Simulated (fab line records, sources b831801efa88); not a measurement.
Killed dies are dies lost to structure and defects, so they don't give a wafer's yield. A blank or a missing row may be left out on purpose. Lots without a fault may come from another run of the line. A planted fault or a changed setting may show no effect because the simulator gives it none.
A struck lot beside a sound one | flow sky130 | 18 steps out of a route of 708
Sound: wafers L237.1, L237.3, L237.6. Struck: wafer L225.3. (L225.2, L225.6 of the same lot were not struck and are left out.) The cause comes at the end.
At each step with rows: each side's tool, then ch and its chambers, then its first start. Under that, the readings that differ: sound wafers | struck wafers | difference of the means | sigmas: that difference in standard deviations of wafers without a fault.
alike: readings whose means differ by less than 2 such deviations, and words and numbers that are the same on both sides. not compared: withheld readings, readings that some wafer has no value for, bounds like >300 that may hide the same value, and numbers for which the record gives no deviation and whose values overlap.
The two part at a step that has a row with sigmas, a row that says differs or no value, or rows on one side only. Numbers that don't overlap but have no deviation are shown without sigmas and don't part them. A reading that every wafer of one side lacks parts them only if that side has two wafers or more.

first, 4 steps without rows for these wafers: SKY_VT_ADJUST_PCH_SOFTBAKE_03; SKY_VT_ADJUST_PCH_EXPOSE_04 (exposes mask NWM, target cd 840 nm); SKY_VT_ADJUST_PCH_PEB_05; SKY_VT_ADJUST_PCH_DEVELOP_06 (develop time 60 s).
SKY_VT_ADJUST_PCH_OVL_MEAS_07:
  sound on overlay-01, day 15 15:47; struck on overlay-02, day 13 03:03
  alike: VT_ADJUST_PCH_OVL
then, 1 step without rows for these wafers: SKY_VT_ADJUST_PCH_IMPLANT_08.
SKY_VT_ADJUST_PCH_STRIP_09: strips in O2/N2.
  sound on plasma_asher-03 ch 0,1, day 15 15:59; struck on plasma_asher-03 ch 0, day 13 03:14
  alike: drypump_motor_current_A, oes_product_au, strip_time_to_endpoint_s
  not compared: rf_hours_counter_h
SKY_VT_ADJUST_PCH_TW_MEAS_10:
  sound on film_metro-01, day 15 16:05; struck on film_metro-01, day 13 03:20
  alike: VT_ADJUST_PCH_TW
then, 4 steps without rows for these wafers: SKY_SONOS_TUNNEL_DEHYDRATE_00 (time 60 s); SKY_SONOS_TUNNEL_HMDS_01 (prime time 60 s); SKY_SONOS_TUNNEL_COAT_02 (resist thk 1140 nm); SKY_SONOS_TUNNEL_SOFTBAKE_03 (time 60 s).
SKY_SONOS_TUNNEL_EXPOSE_04: exposes mask TUNM, target cd 410 nm.
  sound on iline_stepper-01 ch 0, day 16 05:46; struck on iline_stepper-02 ch 0, day 13 15:25
  alike: mask
then, 2 steps without rows for these wafers: SKY_SONOS_TUNNEL_PEB_05; SKY_SONOS_TUNNEL_DEVELOP_06 (develop time 60 s).
SKY_SONOS_TUNNEL_CD_MEAS_07: target cd 410 nm.
  sound on cd_sem-02, day 16 19:54; struck on cd_sem-02, day 14 04:40
  reading    | sound             | struck | difference | sigmas
  cd_nm (nm) | 411.3 408.3 408.6 | 423.2  | +13.8      | +8
SKY_SONOS_TUNNEL_OVL_MEAS_08:
  sound on overlay-02, day 16 20:01; struck on overlay-01, day 14 04:47
  reading               | sound         | struck | difference | sigmas
  SONOS_TUNNEL_OVL (nm) | 0.7 -0.7 -1.3 | 3.3    | +3.7       | +2
-- the record jumps here: 34 days lie between the struck wafers' starts before and after (it left off in module SONOS_TUNNEL and takes up again in module PAD_OPEN, whose first step shown is number 708 of the route) --
SKY_PAD_OPEN_PROBE_99:
  sound on prober-01, day 50 00:28; struck on prober-02, day 47 22:31
  reading            | sound     | struck | difference | sigmas
  killed_at_contacts | 18 19 23  | 36     | +16        | +3
  killed_dies        | 83 79 100 | 107    | +20        | +2
  alike: killed_at_M0_to_M3, killed_at_M4_up, killed_at_front_end, killed_at_other, killed_open, killed_short

WHERE THEY PART
First at SKY_SONOS_TUNNEL_CD_MEAS_07; last, within this record, at SKY_PAD_OPEN_PROBE_99.

WHY: what the simulator had put in
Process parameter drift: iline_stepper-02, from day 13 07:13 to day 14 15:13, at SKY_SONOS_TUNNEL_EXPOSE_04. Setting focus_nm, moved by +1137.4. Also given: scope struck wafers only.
